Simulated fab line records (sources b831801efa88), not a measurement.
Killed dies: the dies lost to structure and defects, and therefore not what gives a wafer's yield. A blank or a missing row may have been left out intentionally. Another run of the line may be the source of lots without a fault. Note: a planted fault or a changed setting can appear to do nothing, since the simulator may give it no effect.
fab line records / flow gf180mcu
record: lots: 6 wafers: 16 lastDay: 34
route steps=602 shown V2@398 M3@409
lots that met no fault: taken from a fault-free run of the same line
startH: hours from the record's opening day to when the first of the lot's shown wafers began / waitH: hours elapsed since this lot's preceding step / " the same as in the row above / L1.1+2: one row covering several wafers at once / - no value, or no start given / * or withheld: withheld / < > ~ a bound
route shown NAME@n: names a module that has steps shown in the file, with the first one's number in the route / usual: mean/standard deviation of fault-free wafers / same: alike in all rows / chamber/n: place in a boat / sites: the reading at each site / _std_site: the standard deviation of these / _edge_site: the outer-site mean with the inner-site mean subtracted / radiusMm: how far each site lies from the wafer's centre / mask NAME#n: copy n / behind: the tool/chamber that last shaped the wafer / hold: cause of the lot's hold/its duration in hours/its outcome / device: the transistor (n, p or np) that didn't switch / end of line: the tests these same wafers got at the end of their route / where a step has no rows: the recipe by itself / killed: not the wafer's yield, but the dies lost to structure and defects at the first sort / map: per-die view of a wafer (x killed, . not killed, _ where there is no die)
set.NAME: the setting that was run; set.NAME@STEP: the one run at that earlier step / model.NAME: the simulator's own value behind a step, which no gauge read
certain route steps with their lots: each step a table, each wafer a row
services: when a tool's chamber went out of use (startH, in hours from the record's first day, below 0 if earlier), for how many hours, and the reason
== steps ==
step: GF_V2_ETCH_16
recipe: chemistry: N2/H2 targetDepthA: withheld overetchA: withheld timeS: withheld target: BARC ionEnergyEv: 200 sourceW: 500 biasW: 100 pressureMtorr: 30 n2FlowSccm: 100 h2FlowSccm: 200
usual: drypumpMotorCurrentA: 5.7/0.39 oesProductAu: 0.854/0.0048 rfFwdPowerW: 494.7/2.1 throttleValvePct: 13.225/0.01
lot.wafer=L610.1 tool=rieDiel-04 chamber=3 startH=471.91 waitH=0.0 drypumpMotorCurrentA=6.0 oesProductAu=0.855 rfFwdPowerW=495.3 throttleValvePct=13.218
lot.wafer=L610.2 tool=rieDiel-04 chamber=0 startH=471.91 waitH=0.0 drypumpMotorCurrentA=6.1 oesProductAu=0.853 rfFwdPowerW=492.4 throttleValvePct=13.206
lot.wafer=L610.6 tool=rieDiel-04 chamber=3 startH=471.91 waitH=0.0 drypumpMotorCurrentA=6.0 oesProductAu=0.860 rfFwdPowerW=493.2 throttleValvePct=13.227
lot.wafer=L617.2 tool=rieDiel-01 chamber=0 startH=543.06 waitH=0.0 drypumpMotorCurrentA=5.7 oesProductAu=0.849 rfFwdPowerW=491.0 throttleValvePct=13.217
lot.wafer=L617.3 tool=rieDiel-01 chamber=1 startH=543.06 waitH=0.0 drypumpMotorCurrentA=6.0 oesProductAu=0.851 rfFwdPowerW=493.2 throttleValvePct=13.218
lot.wafer=L618.2 tool=rieDiel-04 chamber=1 startH=559.67 waitH=0.0 drypumpMotorCurrentA=4.9 oesProductAu=0.856 rfFwdPowerW=499.1 throttleValvePct=13.225
lot.wafer=L618.6 tool=rieDiel-04 chamber=2 startH=559.67 waitH=0.0 drypumpMotorCurrentA=6.6 oesProductAu=0.842 rfFwdPowerW=497.6 throttleValvePct=13.222
lot.wafer=L625.1 tool=rieDiel-02 chamber=2 startH=607.21 waitH=0.0 drypumpMotorCurrentA=5.9 oesProductAu=0.856 rfFwdPowerW=495.4 throttleValvePct=13.223
lot.wafer=L625.2 tool=rieDiel-02 chamber=0 startH=607.21 waitH=0.0 drypumpMotorCurrentA=5.9 oesProductAu=0.854 rfFwdPowerW=492.0 throttleValvePct=13.224
lot.wafer=L625.4 tool=rieDiel-02 chamber=3 startH=607.21 waitH=0.0 drypumpMotorCurrentA=5.6 oesProductAu=0.847 rfFwdPowerW=494.1 throttleValvePct=13.219
lot.wafer=L630.1 tool=rieDiel-01 chamber=0 startH=635.31 waitH=0.0 drypumpMotorCurrentA=5.7 oesProductAu=0.860 rfFwdPowerW=493.9 throttleValvePct=13.226
lot.wafer=L630.3 tool=rieDiel-01 chamber=1 startH=635.31 waitH=0.0 drypumpMotorCurrentA=6.0 oesProductAu=0.843 rfFwdPowerW=492.8 throttleValvePct=13.236
lot.wafer=L630.6 tool=rieDiel-01 chamber=2 startH=635.31 waitH=0.0 drypumpMotorCurrentA=5.2 oesProductAu=0.853 rfFwdPowerW=496.1 throttleValvePct=13.235
lot.wafer=L631.2 tool=rieDiel-01 chamber=2 startH=636.25 waitH=0.0 drypumpMotorCurrentA=5.2 oesProductAu=0.847 rfFwdPowerW=494.4 throttleValvePct=13.242
lot.wafer=L631.3 tool=rieDiel-01 chamber=0 startH=636.25 waitH=0.0 drypumpMotorCurrentA=5.7 oesProductAu=0.855 rfFwdPowerW=491.2 throttleValvePct=13.220
lot.wafer=L631.4 tool=rieDiel-01 chamber=1 startH=636.25 waitH=0.0 drypumpMotorCurrentA=6.0 oesProductAu=0.854 rfFwdPowerW=491.6 throttleValvePct=13.216
step: GF_V2_ETCH_17
recipe: chemistry: C4F8/O2/Ar maskMaterial: KrF target: SiO2 stopOn: TiN sourceW: 1500 biasW: 1200 pressureMtorr: 40 c4f8FlowSccm: withheld O2_flow_sccm: 6 Ar_flow_sccm: 300 timeS: withheld targetDepthA: 6300
step: GF_V2_STRIP_18
recipe: chemistry: O2/N2 powerW: 1400 pressureMtorr: 1500 platenTempC: 250 o2FlowSccm: 3000 n2FlowSccm: 300 overashFraction: 0.5
usual: drypumpMotorCurrentA: 5.9/0.48 heaterPowerW: 363/39 oesProductAu: 0.592/0.0048
lot.wafer=L610.1 tool=plasmaAsher-02 chamber=0 startH=472.03 waitH=- drypumpMotorCurrentA=6.4 heaterPowerW=413 oesProductAu=0.598 rfHoursCounterH=37
lot.wafer=L610.2 tool=plasmaAsher-02 chamber=1 startH=472.03 waitH=- drypumpMotorCurrentA=5.4 heaterPowerW=366 oesProductAu=0.602 rfHoursCounterH=37
lot.wafer=L610.6 tool=plasmaAsher-02 chamber=1 startH=472.03 waitH=- drypumpMotorCurrentA=5.4 heaterPowerW=361 oesProductAu=0.590 rfHoursCounterH=-
lot.wafer=L617.2 tool=plasmaAsher-03 chamber=0 startH=543.19 waitH=- drypumpMotorCurrentA=5.4 heaterPowerW=297 oesProductAu=0.589 rfHoursCounterH=78
lot.wafer=L617.3 tool=plasmaAsher-03 chamber=0 startH=543.19 waitH=- drypumpMotorCurrentA=5.4 heaterPowerW=303 oesProductAu=0.592 rfHoursCounterH=-
lot.wafer=L618.2 tool=plasmaAsher-02 chamber=1 startH=559.79 waitH=- drypumpMotorCurrentA=5.4 heaterPowerW=366 oesProductAu=0.594 rfHoursCounterH=47
lot.wafer=L618.6 tool=plasmaAsher-02 chamber=0 startH=559.79 waitH=- drypumpMotorCurrentA=6.5 heaterPowerW=418 oesProductAu=0.600 rfHoursCounterH=-
lot.wafer=L625.1 tool=plasmaAsher-03 chamber=0 startH=607.34 waitH=- drypumpMotorCurrentA=5.4 heaterPowerW=297 oesProductAu=0.585 rfHoursCounterH=85
lot.wafer=L625.2 tool=plasmaAsher-03 chamber=1 startH=607.34 waitH=- drypumpMotorCurrentA=5.8 heaterPowerW=358 oesProductAu=0.581 rfHoursCounterH=85
lot.wafer=L625.4 tool=plasmaAsher-03 chamber=1 startH=607.34 waitH=- drypumpMotorCurrentA=5.8 heaterPowerW=356 oesProductAu=0.590 rfHoursCounterH=-
lot.wafer=L630.1 tool=plasmaAsher-02 chamber=1 startH=635.44 waitH=- drypumpMotorCurrentA=5.4 heaterPowerW=358 oesProductAu=0.586 rfHoursCounterH=58
lot.wafer=L630.3 tool=plasmaAsher-02 chamber=0 startH=635.44 waitH=- drypumpMotorCurrentA=6.4 heaterPowerW=400 oesProductAu=0.592 rfHoursCounterH=-
lot.wafer=L630.6 tool=plasmaAsher-02 chamber=0 startH=635.44 waitH=- drypumpMotorCurrentA=6.5 heaterPowerW=423 oesProductAu=0.588 rfHoursCounterH=-
lot.wafer=L631.2 tool=plasmaAsher-02 chamber=0 startH=636.38 waitH=- drypumpMotorCurrentA=6.4 heaterPowerW=407 oesProductAu=0.602 rfHoursCounterH=58
lot.wafer=L631.3 tool=plasmaAsher-02 chamber=1 startH=636.38 waitH=- drypumpMotorCurrentA=5.4 heaterPowerW=360 oesProductAu=0.597 rfHoursCounterH=-
lot.wafer=L631.4 tool=plasmaAsher-02 chamber=0 startH=636.38 waitH=- drypumpMotorCurrentA=6.4 heaterPowerW=411 oesProductAu=0.594 rfHoursCounterH=-
step: GF_V2_STRIP_19
recipe: chemistry: postEtchResidueRemover timeS: 1200 tempC: 72.5
step: GF_V2_CLEAN_20
recipe: chemistry: DIW dry: n2Spin
step: GF_V2_SPUTTER_21
recipe: material: Ti targetThkNm: 15 chamberPressurePa: 5 powerW: 2500 substrateTempC: 200 timeS: 80.02
usual: throttleValvePct: 29.7/0.84
lot.wafer=L610.1 tool=pvdSputter-01 chamber=- startH=472.57 waitH=0.0 throttleValvePct=28.5
lot.wafer=L610.2 tool=pvdSputter-01 chamber=- startH=472.57 waitH=0.0 throttleValvePct=30.6
lot.wafer=L610.6 tool=pvdSputter-01 chamber=- startH=472.57 waitH=0.0 throttleValvePct=29.2
lot.wafer=L617.2 tool=pvdSputter-03 chamber=- startH=543.73 waitH=0.0 throttleValvePct=31.1
lot.wafer=L617.3 tool=pvdSputter-03 chamber=- startH=543.73 waitH=0.0 throttleValvePct=30.4
lot.wafer=L618.2 tool=pvdSputter-01 chamber=- startH=560.36 waitH=0.0 throttleValvePct=29.3
lot.wafer=L618.6 tool=pvdSputter-01 chamber=- startH=560.36 waitH=0.0 throttleValvePct=28.7
lot.wafer=L625.1 tool=pvdSputter-04 chamber=- startH=607.91 waitH=0.0 throttleValvePct=30.3
lot.wafer=L625.2 tool=pvdSputter-04 chamber=- startH=607.91 waitH=0.0 throttleValvePct=30.8
lot.wafer=L625.4 tool=pvdSputter-04 chamber=- startH=607.91 waitH=0.0 throttleValvePct=29.8
lot.wafer=L630.1 tool=pvdSputter-01 chamber=- startH=635.98 waitH=0.0 throttleValvePct=29.2
lot.wafer=L630.3 tool=pvdSputter-01 chamber=- startH=635.98 waitH=0.0 throttleValvePct=29.3
lot.wafer=L630.6 tool=pvdSputter-01 chamber=- startH=635.98 waitH=0.0 throttleValvePct=29.2
lot.wafer=L631.2 tool=pvdSputter-04 chamber=- startH=636.95 waitH=0.0 throttleValvePct=30.0
lot.wafer=L631.3 tool=pvdSputter-04 chamber=- startH=636.95 waitH=0.0 throttleValvePct=30.7
lot.wafer=L631.4 tool=pvdSputter-04 chamber=- startH=636.95 waitH=0.0 throttleValvePct=30.5
step: GF_V2_SPUTTER_22
recipe: material: TiN targetThkNm: 10 chamberPressurePa: 5 powerW: 4000 timeS: 40
step: GF_V2_CVD_23
recipe: material: W targetThkNm: 350 timeS: 104.94 tempC: 400 pressureTorr: 40
step: GF_V2_RS_MEAS_24
recipe: thkMeasGauge: four-point-probe reads: W_of_V2_CVD_23+TiN_of_V2_SPUTTER_22+Ti_of_V2_SPUTTER_21
usual: V2_W_RS: 0.327/0.0031
lot.wafer=L610.1 tool=filmMetro-03 chamber=- startH=472.78 waitH=0.1 V2_W_RS[ohm/sq]=0.327
lot.wafer=L610.2 tool=filmMetro-03 chamber=- startH=472.78 waitH=0.1 V2_W_RS[ohm/sq]=0.327
lot.wafer=L610.6 tool=filmMetro-03 chamber=- startH=472.78 waitH=0.1 V2_W_RS[ohm/sq]=0.331
lot.wafer=L617.2 tool=filmMetro-04 chamber=- startH=544.00 waitH=0.1 V2_W_RS[ohm/sq]=0.326
lot.wafer=L617.3 tool=filmMetro-04 chamber=- startH=544.00 waitH=0.1 V2_W_RS[ohm/sq]=0.325
lot.wafer=L618.2 tool=filmMetro-03 chamber=- startH=560.59 waitH=0.1 V2_W_RS[ohm/sq]=0.332
lot.wafer=L618.6 tool=filmMetro-03 chamber=- startH=560.59 waitH=0.1 V2_W_RS[ohm/sq]=0.329
lot.wafer=L625.1 tool=filmMetro-01 chamber=- startH=608.17 waitH=0.1 V2_W_RS[ohm/sq]=0.325
lot.wafer=L625.2 tool=filmMetro-01 chamber=- startH=608.17 waitH=0.1 V2_W_RS[ohm/sq]=0.329
lot.wafer=L625.4 tool=filmMetro-01 chamber=- startH=608.17 waitH=0.1 V2_W_RS[ohm/sq]=0.328
lot.wafer=L630.1 tool=filmMetro-01 chamber=- startH=636.19 waitH=0.1 V2_W_RS[ohm/sq]=0.330
lot.wafer=L630.3 tool=filmMetro-01 chamber=- startH=636.19 waitH=0.1 V2_W_RS[ohm/sq]=0.332
lot.wafer=L630.6 tool=filmMetro-01 chamber=- startH=636.19 waitH=0.1 V2_W_RS[ohm/sq]=0.331
lot.wafer=L631.2 tool=filmMetro-04 chamber=- startH=637.18 waitH=0.1 V2_W_RS[ohm/sq]=0.325
lot.wafer=L631.3 tool=filmMetro-04 chamber=- startH=637.18 waitH=0.1 V2_W_RS[ohm/sq]=0.321
lot.wafer=L631.4 tool=filmMetro-04 chamber=- startH=637.18 waitH=0.1 V2_W_RS[ohm/sq]=0.319
step: GF_V2_THK_MEAS_25
recipe: thkMeasGauge: xrf reads: W_of_V2_CVD_23
usual: V2_W_THK: 349/4.5
lot.wafer=L610.1 tool=filmMetro-03 chamber=- startH=472.90 waitH=0.1 V2_W_THK[nm]=351
lot.wafer=L610.2 tool=filmMetro-03 chamber=- startH=472.90 waitH=0.1 V2_W_THK[nm]=350
lot.wafer=L610.6 tool=filmMetro-03 chamber=- startH=472.90 waitH=0.1 V2_W_THK[nm]=347
lot.wafer=L617.2 tool=filmMetro-04 chamber=- startH=544.11 waitH=0.1 V2_W_THK[nm]=354
lot.wafer=L617.3 tool=filmMetro-04 chamber=- startH=544.11 waitH=0.1 V2_W_THK[nm]=353
lot.wafer=L618.2 tool=filmMetro-03 chamber=- startH=560.70 waitH=0.1 V2_W_THK[nm]=344
lot.wafer=L618.6 tool=filmMetro-03 chamber=- startH=560.70 waitH=0.1 V2_W_THK[nm]=347
lot.wafer=L625.1 tool=filmMetro-01 chamber=- startH=608.29 waitH=0.1 V2_W_THK[nm]=346
lot.wafer=L625.2 tool=filmMetro-01 chamber=- startH=608.29 waitH=0.1 V2_W_THK[nm]=343
lot.wafer=L625.4 tool=filmMetro-01 chamber=- startH=608.29 waitH=0.1 V2_W_THK[nm]=344
lot.wafer=L630.1 tool=filmMetro-01 chamber=- startH=636.31 waitH=0.1 V2_W_THK[nm]=339
lot.wafer=L630.3 tool=filmMetro-01 chamber=- startH=636.31 waitH=0.1 V2_W_THK[nm]=338
lot.wafer=L630.6 tool=filmMetro-01 chamber=- startH=636.31 waitH=0.1 V2_W_THK[nm]=338
lot.wafer=L631.2 tool=filmMetro-04 chamber=- startH=637.29 waitH=0.1 V2_W_THK[nm]=353
lot.wafer=L631.3 tool=filmMetro-04 chamber=- startH=637.29 waitH=0.1 V2_W_THK[nm]=356
lot.wafer=L631.4 tool=filmMetro-04 chamber=- startH=637.29 waitH=0.1 V2_W_THK[nm]=359
step: GF_V2_CMP_26
recipe: stopOn: SiO2 downForcePsi: 3.5 platenRpm: 60 tOverpolishS: 15 targetThkNm: 0 padVelocityMS: 0.94248
step: GF_M3_SPUTTER_00
recipe: material: Ti targetThkNm: 37.5 arrivingIonEnergyEv: 80 substrateTempC: 200 chamberPressurePa: 2 powerW: 4000 timeS: 150
usual: throttleValvePct: 29.9/1.2
lot.wafer=L610.1 tool=pvdSputter-02 chamber=- startH=473.26 waitH=0.2 throttleValvePct=32.1
lot.wafer=L610.2 tool=pvdSputter-02 chamber=- startH=473.26 waitH=0.2 throttleValvePct=31.0
lot.wafer=L610.6 tool=pvdSputter-02 chamber=- startH=473.26 waitH=0.2 throttleValvePct=30.3
lot.wafer=L617.2 tool=pvdSputter-03 chamber=- startH=544.63 waitH=0.2 throttleValvePct=31.2
lot.wafer=L617.3 tool=pvdSputter-03 chamber=- startH=544.63 waitH=0.2 throttleValvePct=28.2
lot.wafer=L618.2 tool=pvdSputter-03 chamber=- startH=561.05 waitH=0.1 throttleValvePct=31.0
lot.wafer=L618.6 tool=pvdSputter-03 chamber=- startH=561.05 waitH=0.1 throttleValvePct=28.7
lot.wafer=L625.1 tool=pvdSputter-02 chamber=- startH=608.65 waitH=0.2 throttleValvePct=31.1
lot.wafer=L625.2 tool=pvdSputter-02 chamber=- startH=608.65 waitH=0.2 throttleValvePct=32.2
lot.wafer=L625.4 tool=pvdSputter-02 chamber=- startH=608.65 waitH=0.2 throttleValvePct=29.0
lot.wafer=L630.1 tool=pvdSputter-01 chamber=- startH=636.67 waitH=0.1 throttleValvePct=30.5
lot.wafer=L630.3 tool=pvdSputter-01 chamber=- startH=636.67 waitH=0.1 throttleValvePct=28.6
lot.wafer=L630.6 tool=pvdSputter-01 chamber=- startH=636.67 waitH=0.1 throttleValvePct=30.8
lot.wafer=L631.2 tool=pvdSputter-03 chamber=- startH=637.64 waitH=0.1 throttleValvePct=28.7
lot.wafer=L631.3 tool=pvdSputter-03 chamber=- startH=637.64 waitH=0.1 throttleValvePct=30.3
lot.wafer=L631.4 tool=pvdSputter-03 chamber=- startH=637.64 waitH=0.1 throttleValvePct=28.6
step: GF_M3_SPUTTER_01
recipe: material: TiN targetThkNm: 30 powerW: 6500 timeS: 25 chamberPressurePa: 0.4
usual: throttleValvePct: 30.0/1.3
lot.wafer=L610.1 tool=pvdSputter-02 chamber=- startH=473.36 waitH=0.1 throttleValvePct=32.2 model.TiN_of_M3_SPUTTER_01.thkNm=30.59
lot.wafer=L610.2 tool=pvdSputter-02 chamber=- startH=473.36 waitH=0.1 throttleValvePct=31.3 model.TiN_of_M3_SPUTTER_01.thkNm=30.47
lot.wafer=L610.6 tool=pvdSputter-02 chamber=- startH=473.36 waitH=0.1 throttleValvePct=29.9 model.TiN_of_M3_SPUTTER_01.thkNm=30.47
lot.wafer=L617.2 tool=pvdSputter-03 chamber=- startH=544.73 waitH=0.1 throttleValvePct=30.9 model.TiN_of_M3_SPUTTER_01.thkNm=25.18
lot.wafer=L617.3 tool=pvdSputter-03 chamber=- startH=544.73 waitH=0.1 throttleValvePct=28.3 model.TiN_of_M3_SPUTTER_01.thkNm=29.52
lot.wafer=L618.2 tool=pvdSputter-03 chamber=- startH=561.16 waitH=0.1 throttleValvePct=31.3 model.TiN_of_M3_SPUTTER_01.thkNm=25.32
lot.wafer=L618.6 tool=pvdSputter-03 chamber=- startH=561.16 waitH=0.1 throttleValvePct=28.9 model.TiN_of_M3_SPUTTER_01.thkNm=25.21
lot.wafer=L625.1 tool=pvdSputter-02 chamber=- startH=608.75 waitH=0.1 throttleValvePct=31.3 model.TiN_of_M3_SPUTTER_01.thkNm=29.69
lot.wafer=L625.2 tool=pvdSputter-02 chamber=- startH=608.75 waitH=0.1 throttleValvePct=32.3 model.TiN_of_M3_SPUTTER_01.thkNm=29.74
lot.wafer=L625.4 tool=pvdSputter-02 chamber=- startH=608.75 waitH=0.1 throttleValvePct=28.7 model.TiN_of_M3_SPUTTER_01.thkNm=29.65
lot.wafer=L630.1 tool=pvdSputter-01 chamber=- startH=636.77 waitH=0.1 throttleValvePct=30.8 model.TiN_of_M3_SPUTTER_01.thkNm=29.67
lot.wafer=L630.3 tool=pvdSputter-01 chamber=- startH=636.77 waitH=0.1 throttleValvePct=28.3 model.TiN_of_M3_SPUTTER_01.thkNm=29.47
lot.wafer=L630.6 tool=pvdSputter-01 chamber=- startH=636.77 waitH=0.1 throttleValvePct=30.9 model.TiN_of_M3_SPUTTER_01.thkNm=29.78
lot.wafer=L631.2 tool=pvdSputter-03 chamber=- startH=637.74 waitH=0.1 throttleValvePct=28.1 model.TiN_of_M3_SPUTTER_01.thkNm=30.02
lot.wafer=L631.3 tool=pvdSputter-03 chamber=- startH=637.74 waitH=0.1 throttleValvePct=30.5 model.TiN_of_M3_SPUTTER_01.thkNm=29.8
lot.wafer=L631.4 tool=pvdSputter-03 chamber=- startH=637.74 waitH=0.1 throttleValvePct=28.8 model.TiN_of_M3_SPUTTER_01.thkNm=29.98
step: GF_M3_SPUTTER_02
recipe: material: AlCu targetThkNm: 450 powerW: 10600 timeS: 23.9 chamberPressurePa: 0.4
usual: throttleValvePct: 30.0/1.2
lot.wafer=L610.1 tool=pvdSputter-02 chamber=- startH=473.39 waitH=0.0 throttleValvePct=32.2
lot.wafer=L610.2 tool=pvdSputter-02 chamber=- startH=473.39 waitH=0.0 throttleValvePct=31.2
lot.wafer=L610.6 tool=pvdSputter-02 chamber=- startH=473.39 waitH=0.0 throttleValvePct=29.9
lot.wafer=L617.2 tool=pvdSputter-03 chamber=- startH=544.76 waitH=0.0 throttleValvePct=31.1
lot.wafer=L617.3 tool=pvdSputter-03 chamber=- startH=544.76 waitH=0.0 throttleValvePct=28.5
lot.wafer=L618.2 tool=pvdSputter-03 chamber=- startH=561.19 waitH=0.0 throttleValvePct=31.3
lot.wafer=L618.6 tool=pvdSputter-03 chamber=- startH=561.19 waitH=0.0 throttleValvePct=28.7
lot.wafer=L625.1 tool=pvdSputter-02 chamber=- startH=608.78 waitH=0.0 throttleValvePct=31.3
lot.wafer=L625.2 tool=pvdSputter-02 chamber=- startH=608.78 waitH=0.0 throttleValvePct=32.3
lot.wafer=L625.4 tool=pvdSputter-02 chamber=- startH=608.78 waitH=0.0 throttleValvePct=28.7
lot.wafer=L630.1 tool=pvdSputter-01 chamber=- startH=636.80 waitH=0.0 throttleValvePct=30.8
lot.wafer=L630.3 tool=pvdSputter-01 chamber=- startH=636.80 waitH=0.0 throttleValvePct=28.5
lot.wafer=L630.6 tool=pvdSputter-01 chamber=- startH=636.80 waitH=0.0 throttleValvePct=30.8
lot.wafer=L631.2 tool=pvdSputter-03 chamber=- startH=637.77 waitH=0.0 throttleValvePct=28.5
lot.wafer=L631.3 tool=pvdSputter-03 chamber=- startH=637.77 waitH=0.0 throttleValvePct=30.7
lot.wafer=L631.4 tool=pvdSputter-03 chamber=- startH=637.77 waitH=0.0 throttleValvePct=28.7
== services ==
tool=plasmaAsher-02 chamber=- startH=451.09 hours=2.6 kind=repair
tool=pvdSputter-02 chamber=- startH=455.66 hours=4.7 kind=repair
tool=rieDiel-01 chamber=0 startH=456.18 hours=5.5 kind=repair
tool=rieDiel-04 chamber=2 startH=474.04 hours=16.1 kind=repair
tool=pvdSputter-04 chamber=- startH=481.48 hours=4.3 kind=repair
tool=rieDiel-02 chamber=1 startH=497.25 hours=5.0 kind=repair
tool=rieDiel-02 chamber=0 startH=504.20 hours=6.3 kind=repair
tool=rieDiel-04 chamber=1 startH=513.75 hours=4.6 kind=repair
tool=plasmaAsher-02 chamber=- startH=529.04 hours=2.2 kind=repair
tool=pvdSputter-03 chamber=- startH=537.34 hours=0.5 kind=repair
tool=rieDiel-02 chamber=- startH=547.75 hours=14.6 kind=pm
tool=plasmaAsher-03 chamber=- startH=548.91 hours=4.3 kind=pm
tool=rieDiel-01 chamber=- startH=550.89 hours=0.1 kind=repair
tool=rieDiel-01 chamber=3 startH=552.48 hours=9.0 kind=repair
tool=rieDiel-01 chamber=0 startH=553.39 hours=1.3 kind=repair
tool=pvdSputter-04 chamber=- startH=562.72 hours=5.7 kind=repair
tool=pvdSputter-03 chamber=2 startH=564.27 hours=- kind=consumableReplace:kit
tool=pvdSputter-03 chamber=2 startH=564.27 hours=18.0 kind=scheduledDown
tool=pvdSputter-03 chamber=2 startH=564.27 hours=18.0 kind=ventCycle
tool=rieDiel-02 chamber=3 startH=568.66 hours=5.1 kind=repair
tool=plasmaAsher-03 chamber=- startH=581.57 hours=5.9 kind=repair
tool=rieDiel-04 chamber=1 startH=585.07 hours=2.0 kind=repair
tool=rieDiel-02 chamber=0 startH=618.29 hours=1.4 kind=repair
tool=rieDiel-01 chamber=0 startH=622.69 hours=5.9 kind=repair
== key ==
firstSign none at tools or gauges
modelEffect: step: GF_M3_SPUTTER_01 value: TiN_of_M3_SPUTTER_01.thkNm without: 29.69 struck: 25.24
metAt GF_M3_SPUTTER_01
struckWafers L617.2,L618.2,L618.6
fault: kind: processParameterDrift tool: pvdSputter-03 chamber: - onsetH: 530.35 steps: GF_M3_SPUTTER_01 channel: timeS offset: * shape: step endH: 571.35 scope: struckWafersOnly actsIn: * stated: *
